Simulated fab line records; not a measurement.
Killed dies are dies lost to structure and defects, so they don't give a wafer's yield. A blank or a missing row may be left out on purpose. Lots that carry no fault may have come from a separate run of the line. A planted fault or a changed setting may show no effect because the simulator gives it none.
fab line records	flow sky130
record lots=24	wafers=72	lastDay=50
route steps=708 shown CONTACT@420 VIA2@531 METAL3@532 CAPM@549 VIA3@595 VIA4@660
lots with no fault: from the same line, run without faults
startH: hours from the record's first day to the start of the lot's first wafer shown	waitH: time in hours since the lot's previous step	" same as the row above	L1.1+2: one row covering several wafers at once	- no value, or no start given	* or withheld: withheld	< > ~ a bound
route shown NAME@n: a module of which the file shows steps, and the number in the route of the first	usual: average and standard deviation across the fault-free wafers	same: alike in all rows	chamber/n: place in a boat	sites: each site's reading	_std_site: the standard deviation of these	_edge_site: the outer-site mean with the inner-site mean subtracted	radiusMm: for every site, how far away it sits from the centre of the wafer	mask NAME#n: copy n	behind: tool/chamber where the wafer was last shaped	hold: the reason the lot was held/the length of the hold in hours/how it ended	device: whichever transistor did not switch (one of n, p or np)	end of line: the route-end tests of the same wafers	where a step has no rows: the recipe by itself	killed: at the first sort, the dies lost to defects and structure; wafer yield is something else	map: a wafer's dies, x killed, . not, _ none there
set.NAME: the setting that was run; set.NAME@STEP: the one run at that earlier step	model.NAME: the simulator's own value behind a step, which no gauge read
the route's steps for a sample of lots (tables are steps, rows are wafers)
services: a tool's chamber out of use, with start hour (startH, from the record's first day; less than 0 if before it), hours out, and reason
## steps
# step SKY_CONTACT_CD_MEAS_14
# recipe targetCdNm=170
# usual cdNm=170.0/1.4
lot.wafer	tool	chamber	startH	waitH	cdNm
L074.1	cdSem-01	-	740.78	-	169.9
L074.2	"	-	"	"	169.6
L074.5	"	-	"	"	169.0
L075.2	cdSem-02	-	750.62	-	167.6
L075.3	"	-	"	"	169.2
L075.4	"	-	"	"	167.9
L076.2	cdSem-01	-	762.70	-	171.7
L076.4	"	-	"	"	171.7
L076.5	"	-	"	"	170.5
L077.2	cdSem-01	-	777.70	-	169.7
L077.3	"	-	"	"	170.3
L077.5	"	-	"	"	169.0
L079.2	cdSem-02	-	779.72	-	172.0
L079.4	"	-	"	"	170.5
L079.5	"	-	"	"	170.7
L078.2	cdSem-02	-	786.32	-	168.2
L078.3	"	-	"	"	167.8
L078.5	"	-	"	"	167.3
L080.3	cdSem-01	-	792.89	-	168.4
L080.4	"	-	"	"	168.3
L080.5	"	-	"	"	169.2
L081.3	cdSem-01	-	803.74	-	172.5
L081.4	"	-	"	"	171.5
L081.6	"	-	"	"	172.2
L082.2	cdSem-01	-	810.27	-	170.1
L082.3	"	-	"	"	170.9
L082.5	"	-	"	"	169.5
L083.1	cdSem-01	-	825.40	-	169.6
L083.5	"	-	"	"	168.1
L083.6	"	-	"	"	168.4
L084.1	cdSem-01	-	833.75	-	170.7
L084.3	"	-	"	"	169.0
L084.5	"	-	"	"	170.2
L085.1	cdSem-01	-	837.85	-	169.4
L085.4	"	-	"	"	168.4
L085.6	"	-	"	"	168.4
L086.1	cdSem-01	-	840.55	-	171.3
L086.3	"	-	"	"	170.8
L086.5	"	-	"	"	171.2
L087.1	cdSem-01	-	846.40	-	168.3
L087.3	"	-	"	"	168.3
L087.6	"	-	"	"	168.8
L088.2	cdSem-02	-	863.77	-	170.3
L088.3	"	-	"	"	171.8
L088.4	"	-	"	"	170.4
L089.2	cdSem-01	-	868.72	-	170.6
L089.5	"	-	"	"	171.9
L089.6	"	-	"	"	171.6
L090.1	cdSem-01	-	872.25	-	168.9
L090.4	"	-	"	"	170.4
L090.5	"	-	"	"	169.3
L091.2	cdSem-02	-	874.90	-	171.8
L091.4	"	-	"	"	172.6
L091.6	"	-	"	"	172.3
L092.1	cdSem-01	-	881.73	-	168.7
L092.2	"	-	"	"	169.2
L092.4	"	-	"	"	169.0
L094.2	cdSem-02	-	890.85	-	170.4
L094.3	"	-	"	"	171.9
L094.5	"	-	"	"	170.4
L093.1	cdSem-01	-	893.51	-	168.8
L093.2	"	-	"	"	169.6
L093.6	"	-	"	"	169.9
L095.1	cdSem-01	-	904.65	-	172.7
L095.3	"	-	"	"	172.0
L095.5	"	-	"	"	171.9
L096.1	cdSem-01	-	908.85	-	170.5
L096.5	"	-	"	"	169.3
L096.6	"	-	"	"	169.8
L097.2	cdSem-02	-	910.40	-	169.7
L097.3	"	-	"	"	170.3
L097.4	"	-	"	"	171.0
# step SKY_VIA2_CMP_24
# recipe stopOn=SiO2	tOverpolishS=20	downForcePsi=3.5	platenRpm=60	targetThkNm=0	padVelocityMS=0.94248
# usual motorCurrentA=11.5/1.7	overpolishRunS=20.000/0.0095	platenRpm=60.00/0.038	slurryFilterDpKPa=13.50/0.13	timeToEndpointS=102/5.7
lot.wafer	tool	chamber	startH	waitH	motorCurrentA	overpolishRunS	platenRpm	slurryFilterDpKPa	timeToEndpointS
L074.2	cmp-02	0	858.80	0.1	11.1	20.003	59.95	13.44	95
L074.1	"	2	"	"	14.1	20.005	60.02	13.60	94
L074.5	"	3	"	"	13.1	19.999	60.04	13.70	103
L075.3	cmp-02	2	867.37	0.0	14.0	20.006	59.96	13.55	99
L075.2	"	3	"	"	13.1	20.017	59.98	13.55	105
L075.4	"	1	"	"	9.9	20.009	59.99	13.52	105
L076.4	cmp-02	0	877.14	0.1	11.0	20.000	60.08	13.52	95
L076.2	"	1	"	"	9.6	19.996	60.01	13.51	103
L076.5	"	3	"	"	13.0	20.000	59.95	13.42	104
L077.3	cmp-02	3	890.88	0.1	12.5	19.995	59.99	13.30	99
L077.2	"	0	"	"	11.8	19.999	59.97	13.69	88
L077.5	"	2	"	"	13.8	19.996	60.12	13.61	93
L079.2	cmp-01	2	893.06	0.1	11.3	19.981	59.96	13.38	110
L079.4	"	3	"	"	8.6	19.997	60.02	13.56	109
L079.5	"	1	"	"	10.3	19.997	60.02	13.53	97
L078.2	cmp-02	0	899.83	0.1	10.6	20.001	59.99	13.52	91
L078.3	"	2	"	"	14.1	20.016	59.97	13.36	95
L078.5	"	0	"	"	10.6	20.000	60.06	13.66	91
L080.4	cmp-02	2	905.60	0.0	14.8	20.003	59.97	13.63	96
L080.3	"	0	"	"	10.9	20.005	59.98	13.41	89
L080.5	"	3	"	"	13.1	20.028	60.03	13.44	104
L081.4	cmp-01	1	917.94	0.0	10.2	20.012	60.01	13.59	100
L081.3	"	3	"	"	8.9	19.994	60.04	13.96	110
L081.6	"	1	"	"	10.7	19.993	59.99	13.39	99
L082.3	cmp-01	2	921.65	0.0	12.0	20.013	59.96	13.29	112
L082.2	"	0	"	"	12.0	20.009	59.99	13.41	103
L082.5	"	3	"	"	8.9	20.005	60.00	13.48	108
L083.1	cmp-02	3	937.28	0.1	11.9	19.997	59.99	13.36	101
L083.5	"	3	"	"	12.8	20.002	60.04	13.52	99
L083.6	"	0	"	"	11.0	19.981	60.02	13.38	94
L084.1	cmp-01	3	942.98	0.1	9.5	20.009	59.97	13.51	110
L084.3	"	2	"	"	11.1	20.020	59.95	13.63	105
L084.5	"	0	"	"	11.9	20.004	60.05	13.52	102
L085.4	cmp-01	3	947.79	0.0	8.9	19.998	59.98	13.62	109
L085.1	"	2	"	"	11.5	19.998	60.02	13.45	108
L085.6	"	0	"	"	12.8	20.009	59.97	13.21	107
L086.1	cmp-01	0	948.99	0.1	12.3	20.010	59.97	13.54	102
L086.3	"	1	"	"	10.5	20.004	59.97	13.48	92
L086.5	"	2	"	"	11.9	19.994	60.00	13.45	105
L087.1	cmp-02	2	956.22	0.2	14.6	19.998	59.99	13.45	98
L087.3	"	3	"	"	13.3	19.996	60.04	13.43	101
L087.6	"	1	"	"	9.6	19.998	59.97	13.65	99
L088.3	cmp-02	2	970.56	0.2	14.0	19.988	59.96	13.45	99
L088.2	"	3	"	"	12.9	19.993	60.05	13.22	107
L088.4	"	1	"	"	9.5	20.006	60.03	13.35	107
L089.2	cmp-02	0	976.41	0.2	10.4	19.995	59.98	13.51	95
L089.5	"	1	"	"	9.1	19.992	59.99	13.54	104
L089.6	"	2	"	"	14.0	20.008	60.02	13.58	96
L090.4	cmp-02	3	979.34	0.0	12.2	20.008	60.05	13.37	113
L090.1	"	0	"	"	11.1	20.002	60.00	13.42	103
L090.5	"	0	"	"	10.5	20.002	60.00	13.87	98
L091.4	cmp-02	2	982.95	0.0	13.3	20.004	60.01	13.47	101
L091.2	"	3	"	"	12.8	20.003	60.02	13.33	104
L091.6	"	2	"	"	14.1	19.989	59.93	13.62	99
L092.2	cmp-02	3	989.40	0.0	12.4	19.997	60.02	13.42	108
L092.1	"	0	"	"	10.7	19.992	59.95	13.66	96
L092.4	"	1	"	"	9.1	19.989	59.98	13.52	108
L094.2	cmp-02	0	997.36	0.1	11.0	20.000	59.98	13.48	97
L094.3	"	1	"	"	9.8	19.997	60.05	13.44	110
L094.5	"	2	"	"	14.5	19.998	59.91	13.68	96
L093.2	cmp-01	1	998.79	0.0	10.4	20.004	60.01	13.23	91
L093.1	"	0	"	"	12.2	19.977	59.96	13.12	100
L093.6	"	2	"	"	11.5	19.994	59.99	13.60	107
L095.1	cmp-01	2	1010.64	0.1	11.0	19.998	60.03	13.39	113
L095.3	"	1	"	"	10.8	20.007	60.07	13.64	101
L095.5	"	2	"	"	12.2	20.003	59.96	13.48	112
L096.1	cmp-01	3	1015.32	0.2	9.0	19.998	60.02	13.42	109
L096.6	"	0	"	"	11.8	20.000	60.05	13.55	104
L096.5	"	1	"	"	10.5	20.001	60.06	13.50	100
L097.3	cmp-02	1	1015.47	0.0	9.5	19.982	60.06	13.72	103
L097.2	"	2	"	"	14.4	19.995	60.00	13.31	95
L097.4	"	0	"	"	10.8	20.006	59.98	13.41	90
# step SKY_METAL3_SPUTTER_00
# recipe material=Ti	targetThkNm=15	powerW=3000	timeS=10	chamberPressurePa=0.4
# usual throttleValvePct=29.7/0.84
lot.wafer	tool	chamber	startH	waitH	throttleValvePct
L074.1	pvdSputter-02	-	859.05	0.1	30.4
L074.2	"	-	"	"	30.2
L074.5	"	-	"	"	30.5
L075.2	pvdSputter-03	-	867.67	0.2	29.0
L075.3	"	-	"	"	29.8
L075.4	"	-	"	"	30.8
L076.2	pvdSputter-03	-	877.39	0.1	31.0
L076.4	"	-	"	"	29.5
L076.5	"	-	"	"	29.7
L077.2	pvdSputter-02	-	891.08	0.1	30.4
L077.3	"	-	"	"	30.4
L077.5	"	-	"	"	30.7
L079.2	pvdSputter-03	-	893.33	0.2	30.8
L079.4	"	-	"	"	30.0
L079.5	"	-	"	"	29.3
L078.2	pvdSputter-03	-	900.08	0.2	29.6
L078.3	"	-	"	"	29.1
L078.5	"	-	"	"	28.8
L080.3	pvdSputter-01	-	905.90	0.1	29.1
L080.4	"	-	"	"	31.0
L080.5	"	-	"	"	29.2
L081.3	pvdSputter-03	-	918.24	0.1	29.0
L081.4	"	-	"	"	29.7
L081.6	"	-	"	"	30.8
L082.2	pvdSputter-01	-	921.95	0.1	28.9
L082.3	"	-	"	"	31.0
L082.5	"	-	"	"	30.9
L083.1	pvdSputter-01	-	937.58	0.2	30.8
L083.5	"	-	"	"	28.5
L083.6	"	-	"	"	29.2
L084.1	pvdSputter-02	-	943.28	0.2	30.5
L084.3	"	-	"	"	30.4
L084.5	"	-	"	"	30.2
L085.1	pvdSputter-03	-	948.09	0.1	29.9
L085.4	"	-	"	"	29.1
L085.6	"	-	"	"	29.7
L086.1	pvdSputter-01	-	949.19	0.1	28.5
L086.3	"	-	"	"	30.5
L086.5	"	-	"	"	28.9
L087.1	pvdSputter-03	-	956.47	0.2	29.0
L087.3	"	-	"	"	29.7
L087.6	"	-	"	"	29.0
L088.2	pvdSputter-03	-	970.86	0.2	29.8
L088.3	"	-	"	"	29.1
L088.4	"	-	"	"	31.1
L089.2	pvdSputter-01	-	976.56	0.1	29.2
L089.5	"	-	"	"	29.2
L089.6	"	-	"	"	28.3
L090.1	pvdSputter-03	-	979.64	0.2	30.9
L090.4	"	-	"	"	29.8
L090.5	"	-	"	"	29.1
L091.2	pvdSputter-01	-	983.25	0.2	28.7
L091.4	"	-	"	"	28.9
L091.6	"	-	"	"	29.0
L092.1	pvdSputter-03	-	989.70	0.2	29.8
L092.2	"	-	"	"	29.8
L092.4	"	-	"	"	29.1
L094.2	pvdSputter-01	-	997.56	0.1	28.8
L094.3	"	-	"	"	28.2
L094.5	"	-	"	"	28.6
L093.1	pvdSputter-01	-	999.09	0.1	28.5
L093.2	"	-	"	"	29.0
L093.6	"	-	"	"	28.9
L095.1	pvdSputter-01	-	1010.94	0.2	28.7
L095.3	"	-	"	"	28.8
L095.5	"	-	"	"	29.0
L096.1	pvdSputter-01	-	1015.47	0.1	29.0
L096.5	"	-	"	"	29.0
L096.6	"	-	"	"	28.4
L097.2	pvdSputter-03	-	1015.77	0.2	29.2
L097.3	"	-	"	"	29.9
L097.4	"	-	"	"	30.9
# step SKY_CAPM_OVL_MEAS_12
# usual CAPM_OVL=1.1/1.3
lot.wafer	tool	chamber	startH	waitH	CAPM_OVL[nm]
L074.1	overlay-02	-	885.00	0.1	0.4
L074.2	"	-	"	"	2.0
L074.5	"	-	"	"	0.1
L075.2	overlay-01	-	892.29	0.1	3.2
L075.3	"	-	"	"	1.1
L075.4	"	-	"	"	2.1
L076.2	overlay-02	-	902.64	0.1	3.6
L076.4	"	-	"	"	2.9
L076.5	"	-	"	"	3.2
L077.2	overlay-02	-	916.98	0.1	-0.4
L077.3	"	-	"	"	-1.1
L077.5	"	-	"	"	1.9
L079.2	overlay-02	-	919.54	0.1	1.6
L079.4	"	-	"	"	1.3
L079.5	"	-	"	"	1.2
L078.2	overlay-01	-	925.49	0.1	0.5
L078.3	"	-	"	"	1.2
L078.5	"	-	"	"	0.1
L080.3	overlay-01	-	930.76	0.1	2.6
L080.4	"	-	"	"	2.0
L080.5	"	-	"	"	2.9
L081.3	overlay-01	-	942.74	0.1	-1.3
L081.4	"	-	"	"	0.8
L081.6	"	-	"	"	3.4
L082.2	overlay-02	-	946.73	0.1	2.6
L082.3	"	-	"	"	1.7
L082.5	"	-	"	"	-1.3
L083.1	overlay-02	-	962.28	0.1	0.8
L083.5	"	-	"	"	2.3
L083.6	"	-	"	"	0.8
L084.1	overlay-01	-	967.55	0.1	-1.3
L084.3	"	-	"	"	0.2
L084.5	"	-	"	"	-1.3
L085.1	overlay-02	-	972.85	0.1	-0.5
L085.4	"	-	"	"	-0.8
L085.6	"	-	"	"	-0.2
L086.1	overlay-01	-	974.03	0.1	0.1
L086.3	"	-	"	"	0.2
L086.5	"	-	"	"	2.0
L087.1	overlay-01	-	981.38	0.1	2.6
L087.3	"	-	"	"	2.7
L087.6	"	-	"	"	0.7
L088.2	overlay-02	-	995.68	0.1	2.3
L088.3	"	-	"	"	1.3
L088.4	"	-	"	"	2.6
L089.2	overlay-01	-	999.94	0.1	2.0
L089.5	"	-	"	"	1.0
L089.6	"	-	"	"	2.2
L090.1	overlay-01	-	1003.18	0.1	0.2
L090.4	"	-	"	"	-0.4
L090.5	"	-	"	"	0.7
L091.2	overlay-02	-	1007.84	0.1	0.6
L091.4	"	-	"	"	2.1
L091.6	"	-	"	"	-0.2
L092.1	overlay-02	-	1013.58	0.1	2.1
L092.2	"	-	"	"	0.8
L092.4	"	-	"	"	1.1
L094.2	overlay-01	-	1021.14	0.1	-0.7
L094.3	"	-	"	"	-0.8
L094.5	"	-	"	"	-0.2
L093.1	overlay-01	-	1022.68	0.1	1.7
L093.2	"	-	"	"	1.2
L093.6	"	-	"	"	0.8
L095.1	overlay-01	-	1034.40	0.1	3.2
L095.3	"	-	"	"	2.9
L095.5	"	-	"	"	3.9
L096.1	overlay-01	-	1038.63	0.1	0.7
L096.5	"	-	"	"	0.5
L096.6	"	-	"	"	0.7
L097.2	overlay-02	-	1038.84	0.1	0.4
L097.3	"	-	"	"	0.3
L097.4	"	-	"	"	1.7
# step SKY_VIA3_RS_MEAS_22
# recipe thkMeasGauge=four-point-probe	reads=W_of_VIA3_CVD_21+TiN_of_VIA3_SPUTTER_20
# usual VIA3_W_RS=0.292/0.0061
lot.wafer	tool	chamber	startH	waitH	VIA3_W_RS[ohm/sq]
L074.1	filmMetro-01	-	940.05	0.1	0.289
L074.2	"	-	"	"	0.278
L074.5	"	-	"	"	0.280
L075.2	filmMetro-03	-	946.10	0.1	0.298
L075.3	"	-	"	"	0.305
L075.4	"	-	"	"	0.301
L076.2	filmMetro-04	-	956.44	0.1	0.282
L076.4	"	-	"	"	0.280
L076.5	"	-	"	"	0.279
L077.2	filmMetro-01	-	968.96	0.1	0.283
L077.3	"	-	"	"	0.290
L077.5	"	-	"	"	0.291
L079.2	filmMetro-04	-	972.38	0.1	0.298
L079.4	"	-	"	"	0.295
L079.5	"	-	"	"	0.298
L078.2	filmMetro-03	-	978.05	0.1	0.290
L078.3	"	-	"	"	0.290
L078.5	"	-	"	"	0.281
L080.3	filmMetro-04	-	984.11	0.1	0.283
L080.4	"	-	"	"	0.290
L080.5	"	-	"	"	0.289
L081.3	filmMetro-01	-	993.72	0.1	0.287
L081.4	"	-	"	"	0.293
L081.6	"	-	"	"	0.291
L082.2	filmMetro-01	-	999.30	0.1	0.281
L082.3	"	-	"	"	0.283
L082.5	"	-	"	"	0.282
L083.1	filmMetro-03	-	1013.98	0.1	0.294
L083.5	"	-	"	"	0.294
L083.6	"	-	"	"	0.288
L084.1	filmMetro-03	-	1018.62	0.1	0.296
L084.3	"	-	"	"	0.294
L084.5	"	-	"	"	0.293
L085.1	filmMetro-04	-	1023.85	0.1	0.294
L085.4	"	-	"	"	0.293
L085.6	"	-	"	"	0.289
L086.1	filmMetro-01	-	1024.68	0.1	0.286
L086.3	"	-	"	"	0.291
L086.5	"	-	"	"	0.285
L087.1	filmMetro-03	-	1031.36	0.1	0.299
L087.3	"	-	"	"	0.300
L087.6	"	-	"	"	0.304
L088.2	filmMetro-03	-	1043.94	0.2	0.295
L088.3	"	-	"	"	0.293
L088.4	"	-	"	"	0.296
L089.2	filmMetro-03	-	1049.07	0.1	0.287
L089.5	"	-	"	"	0.293
L089.6	"	-	"	"	0.287
L090.1	filmMetro-01	-	1051.77	0.1	0.283
L090.4	"	-	"	"	0.291
L090.5	"	-	"	"	0.292
L091.2	filmMetro-03	-	1056.81	0.1	0.294
L091.4	"	-	"	"	0.302
L091.6	"	-	"	"	0.300
L092.1	filmMetro-04	-	1062.79	0.1	0.290
L092.2	"	-	"	"	0.294
L092.4	"	-	"	"	0.292
L094.2	filmMetro-03	-	1068.36	0.1	0.296
L094.3	"	-	"	"	0.297
L094.5	"	-	"	"	0.293
L093.1	filmMetro-04	-	1070.97	0.1	0.294
L093.2	"	-	"	"	0.284
L093.6	"	-	"	"	0.292
L095.1	filmMetro-01	-	1081.28	0.1	0.297
L095.3	"	-	"	"	0.293
L095.5	"	-	"	"	0.296
L096.1	filmMetro-04	-	1086.32	0.1	0.286
L096.5	"	-	"	"	0.287
L096.6	"	-	"	"	0.296
L097.2	filmMetro-04	-	1086.69	0.1	0.297
L097.3	"	-	"	"	0.300
L097.4	"	-	"	"	0.298
# step SKY_VIA4_CMP_21
# recipe stopOn=SiO2	tOverpolishS=25	downForcePsi=3.5	platenRpm=60	targetThkNm=0	padVelocityMS=0.94248
# usual motorCurrentA=11.1/1.6	overpolishRunS=24.999/0.0086	platenRpm=60.00/0.036	slurryFilterDpKPa=13.52/0.14	timeToEndpointS=123/7.2
lot.wafer	tool	chamber	startH	waitH	motorCurrentA	overpolishRunS	platenRpm	slurryFilterDpKPa	timeToEndpointS
L074.2	cmp-01	0	1015.64	0.0	11.8	24.996	59.99	13.68	129
L074.1	"	1	"	"	10.3	25.002	60.05	13.40	117
L074.5	"	1	"	"	10.0	24.994	59.98	13.61	121
L075.4	cmp-01	0	1022.53	0.0	12.0	25.001	59.97	13.45	121
L075.2	"	1	"	"	9.6	24.990	60.00	13.63	116
L075.3	"	2	"	"	10.9	25.006	60.00	13.55	132
L076.2	cmp-01	3	1033.21	0.1	8.8	25.000	60.00	13.36	130
L076.4	"	1	"	"	10.6	24.993	60.05	13.65	117
L076.5	"	3	"	"	8.5	25.009	59.99	13.54	129
L077.2	cmp-01	0	1043.65	0.1	12.1	24.996	59.96	13.31	127
L077.3	"	2	"	"	11.8	24.995	60.04	13.44	135
L077.5	"	0	"	"	12.5	24.992	60.01	13.42	125
L079.2	cmp-01	0	1045.92	0.0	12.0	25.021	59.98	13.49	124
L079.4	"	2	"	"	12.3	25.005	59.99	13.40	127
L079.5	"	1	"	"	10.1	24.991	60.02	13.44	113
L078.2	cmp-01	1	1053.53	0.0	10.4	25.001	59.99	13.51	113
L078.3	"	2	"	"	11.8	25.000	59.99	13.54	132
L078.5	"	2	"	"	10.5	24.993	60.01	13.37	131
L080.3	cmp-01	3	1056.36	0.1	9.5	24.993	59.99	13.71	137
L080.4	"	1	"	"	10.7	25.011	60.01	13.51	116
L080.5	"	3	"	"	8.7	24.989	60.01	13.68	129
L081.4	cmp-01	3	1066.50	0.0	9.1	24.985	59.96	13.72	141
L081.3	"	0	"	"	11.9	25.002	60.02	13.62	126
L081.6	"	3	"	"	8.8	24.995	59.93	13.54	132
L082.2	cmp-01	2	1071.82	0.1	10.9	24.999	60.07	13.58	136
L082.3	"	0	"	"	12.0	24.996	60.07	13.53	134
L082.5	"	3	"	"	8.7	24.998	60.00	13.36	138
L083.1	cmp-02	3	1085.85	0.5	12.3	24.991	59.99	13.39	122
L083.6	"	3	"	"	12.8	25.008	60.03	13.14	120
L083.5	"	0	"	"	10.8	24.986	59.98	13.65	106
L084.1	cmp-01	1	1088.64	0.1	10.7	25.010	59.96	13.50	118
L084.3	"	2	"	"	11.9	25.000	60.01	13.61	131
L084.5	"	1	"	"	10.7	24.990	60.00	13.51	118
L085.4	cmp-02	3	1092.90	0.3	13.2	24.999	60.02	13.65	125
L085.1	"	0	"	"	10.9	25.007	59.99	13.25	107
L085.6	"	3	"	"	12.4	24.986	60.05	13.56	121
L086.3	cmp-01	3	1093.09	0.3	8.9	24.987	60.05	13.71	128
L086.1	"	0	"	"	12.2	25.005	60.01	13.64	122
L086.5	"	0	"	"	12.0	24.998	60.04	13.50	124
L087.1	cmp-02	3	1101.13	0.1	13.0	24.988	59.96	13.87	121
L087.3	"	1	"	"	9.6	25.003	59.95	13.05	123
L087.6	"	0	"	"	11.2	24.997	59.99	13.46	110
L088.2	cmp-02	2	1111.95	0.0	14.5	24.998	60.00	13.40	113
L088.4	"	3	"	"	12.7	25.017	59.99	13.54	124
L088.3	"	1	"	"	9.2	25.003	60.01	13.53	117
L089.2	cmp-01	3	1116.46	0.0	9.3	25.001	60.02	13.76	121
L089.5	"	3	"	"	8.6	25.009	60.03	13.19	121
L089.6	"	0	"	"	11.4	24.993	60.03	13.70	117
L090.4	cmp-02	0	1117.89	0.1	11.3	24.989	60.04	13.70	113
L090.1	"	2	"	"	14.1	25.029	60.03	13.58	119
L090.5	"	3	"	"	12.7	24.993	59.99	13.44	122
L091.4	cmp-02	3	1125.54	0.7	12.2	25.000	60.00	13.48	122
L091.2	"	0	"	"	10.7	24.996	59.99	13.20	113
L091.6	"	3	"	"	12.4	25.002	59.99	13.32	119
L092.4	cmp-02	0	1131.23	2.7	11.0	24.983	60.03	13.34	111
L092.1	"	2	"	"	13.3	24.992	60.01	13.64	112
L092.2	"	3	"	"	12.8	25.004	59.97	13.58	120
L094.2	cmp-02	3	1133.88	0.0	13.0	24.992	60.07	13.46	121
L094.3	"	2	"	"	14.1	25.003	60.05	13.51	116
L094.5	"	0	"	"	11.4	24.996	59.98	13.64	112
L093.2	cmp-01	2	1135.07	0.0	10.7	24.992	60.06	13.50	129
L093.1	"	0	"	"	12.2	25.009	59.97	13.53	121
L093.6	"	2	"	"	12.1	24.993	59.99	13.65	123
L095.3	cmp-01	2	1145.99	0.0	11.5	25.007	59.91	13.51	123
L095.1	"	3	"	"	8.7	25.010	59.99	13.73	127
L095.5	"	2	"	"	11.6	25.001	59.98	13.58	129
L096.1	cmp-02	1	1152.75	0.2	9.5	25.010	60.06	13.38	126
L096.6	"	2	"	"	14.3	25.019	60.02	13.31	116
L096.5	"	3	"	"	12.7	24.995	59.98	13.35	124
L097.3	cmp-01	3	1152.88	0.0	8.6	25.003	60.03	13.64	132
L097.2	"	0	"	"	12.0	24.998	60.06	13.72	127
L097.4	"	1	"	"	10.4	24.999	60.05	13.69	119
## services
tool	chamber	startH	hours	kind
cmp-02	-	843.91	2.8	repair
cmp-02	-	850.45	2.0	repair
cmp-01	-	877.91	5.3	repair
cmp-02	-	887.47	1.1	repair
cmp-02	-	912.26	4.0	pm
cmp-01	-	954.70	3.9	repair
cmp-01	-	957.42	3.1	repair
cmp-01	-	970.01	12.1	pm
pvdSputter-01	-	972.30	1.1	repair
cmp-02	-	983.78	2.5	repair
pvdSputter-03	-	998.02	3.0	repair
pvdSputter-03	-	1011.24	1.3	repair
cmp-02	-	1033.75	1.2	repair
cmp-02	-	1044.77	0.7	repair
cmp-02	-	1053.52	14.0	pm
cmp-02	-	1067.52	6.6	pm
cmp-02	-	1076.07	0.3	repair
cmp-01	-	1084.34	4.0	pm
cmp-01	-	1090.66	2.4	pm
cmp-02	-	1118.97	1.0	repair
cmp-02	-	1120.92	1.5	repair
cmp-01	-	1122.75	7.7	repair
cmp-02	-	1128.17	2.2	repair
pvdSputter-01	-	1150.25	4.1	repair
## key
fault none
